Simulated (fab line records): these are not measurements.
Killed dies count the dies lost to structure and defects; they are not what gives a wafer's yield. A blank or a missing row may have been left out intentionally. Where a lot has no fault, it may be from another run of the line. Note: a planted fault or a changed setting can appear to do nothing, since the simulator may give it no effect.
Shared-tool check :: flow gf180mcu :: 11 lots and 39 wafers in the sample

== REASON IT WAS OPENED ==
At GF_STI_THK_MEAS_04 the reading STI_CVD_03_THK is flagged on 2 of 11 lots. Wafers without a fault read 206.9 nm, standard deviation 2.1.
Rule: a lot gets a flag if all its wafers with a number sit over 4 standard deviations from that mean, or if no wafer of it has a number. All remaining lots are regarded as sound.

lot: L416
measured: day 1 13:34
on: film metro-02
STI_CVD_03_THK (nm), wafer by wafer: 205.8 205.4 204.8
flag: 

lot: L417
measured: day 1 18:44
on: film metro-04
STI_CVD_03_THK (nm), wafer by wafer: 206.4 204.8 203.9
flag: 

lot: L421
measured: day 2 15:29
on: film metro-02
STI_CVD_03_THK (nm), wafer by wafer: 204.4 204.0 203.9
flag: 

lot: L423
measured: day 3 03:23
on: film metro-04
STI_CVD_03_THK (nm), wafer by wafer: 207.1 205.7 206.8
flag: 

lot: L425
measured: day 3 10:34
on: film metro-02
STI_CVD_03_THK (nm), wafer by wafer: 208.0 209.3 207.5
flag: 

lot: L427
measured: day 3 21:40
on: film metro-04
STI_CVD_03_THK (nm), wafer by wafer: 208.1 208.2 206.8
flag: 

lot: L429
measured: day 4 10:59
on: film metro-02
STI_CVD_03_THK (nm), wafer by wafer: 146.4 148.2 144.9 146.4 148.3 144.8
flag: FLAGGED

lot: L430
measured: day 4 13:30
on: film metro-04
STI_CVD_03_THK (nm), wafer by wafer: 148.8 147.2 148.7 149.0 147.2 148.8
flag: FLAGGED

lot: L432
measured: day 4 21:34
on: film metro-04
STI_CVD_03_THK (nm), wafer by wafer: 203.0 207.0 206.2
flag: 

lot: L433
measured: day 5 03:34
on: film metro-02
STI_CVD_03_THK (nm), wafer by wafer: 208.5 208.1 208.2
flag: 

lot: L438
measured: day 6 04:13
on: film metro-04
STI_CVD_03_THK (nm), wafer by wafer: 208.6 208.3 207.7
flag: 
Average over the flagged lots: 147.4 nm; offset from the usual -59.5 nm, equal to -28 standard deviations.

== WHICH TOOL EACH LOT WENT THROUGH ==
The record holds 1 process step before the reading, out of a route of 602 steps. Cell contents, in order: the tool; ch with the chambers the sampled wafers went through; the start.
lot: L416
flag: 
GF_STI_CVD_03: lpcvd-01 ch 1, day 1 11:34

lot: L417
flag: 
GF_STI_CVD_03: lpcvd-02 ch 1, day 1 16:44

lot: L421
flag: 
GF_STI_CVD_03: lpcvd-02 ch 0, day 2 13:30

lot: L423
flag: 
GF_STI_CVD_03: lpcvd-02 ch 0, day 3 01:24

lot: L425
flag: 
GF_STI_CVD_03: lpcvd-01 ch 1, day 3 08:34

lot: L427
flag: 
GF_STI_CVD_03: lpcvd-02 ch 1, day 3 19:41

lot: L429
flag: FLAGGED
GF_STI_CVD_03: lpcvd-02 ch 1, day 4 09:00

lot: L430
flag: FLAGGED
GF_STI_CVD_03: lpcvd-02 ch 1, day 4 11:31

lot: L432
flag: 
GF_STI_CVD_03: lpcvd-01 ch 0, day 4 19:34

lot: L433
flag: 
GF_STI_CVD_03: lpcvd-01 ch 0, day 5 00:34

lot: L438
flag: 
GF_STI_CVD_03: lpcvd-01 ch 0, day 6 02:13
What these steps do:
- GF_STI_CVD_03: deposits Si3N4 from DCS/NH3, target thk 207.16 nm, time 3551 s.
- GF_STI_THK_MEAS_04

== FLAGGED AGAINST TOTAL, ONE TOOL AT A TIME (gauges that did the reading follow at the end) ==
step: GF_STI_CVD_03
tool: lpcvd-01
lots run: 5
flagged: 0
share of the flagged lots: none
sound lots run after its first flagged lot: -

step: GF_STI_CVD_03
tool: lpcvd-02
lots run: 6
flagged: 2
share of the flagged lots: all
sound lots run after its first flagged lot: 0

step: GF_STI_THK_MEAS_04
tool: film metro-02
lots run: 5
flagged: 1
share of the flagged lots: some
sound lots run after its first flagged lot: 1 (L433)

step: GF_STI_THK_MEAS_04
tool: film metro-04
lots run: 6
flagged: 1
share of the flagged lots: some
sound lots run after its first flagged lot: 2 (L432,L438)

== WHAT THE TABLE PERMITS ==
In the table, 1 row covers all flagged lots: lpcvd-02 at GF_STI_CVD_03.
- lpcvd-02 at GF_STI_CVD_03: 2 of its 6 lots flagged. Last sound lot L427 at day 3 19:41, first flagged lot L429 at day 4 09:00; a fault beginning in between fits.
lpcvd-02 at GF_STI_CVD_03 is the single tool remaining.

== WHAT THE SIMULATOR PUT IN ==
lpcvd-02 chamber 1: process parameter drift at GF_STI_CVD_03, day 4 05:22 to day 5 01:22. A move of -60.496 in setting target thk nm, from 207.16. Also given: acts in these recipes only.
Struck lots among those shown: L429, L430. Same finding as the rule above.
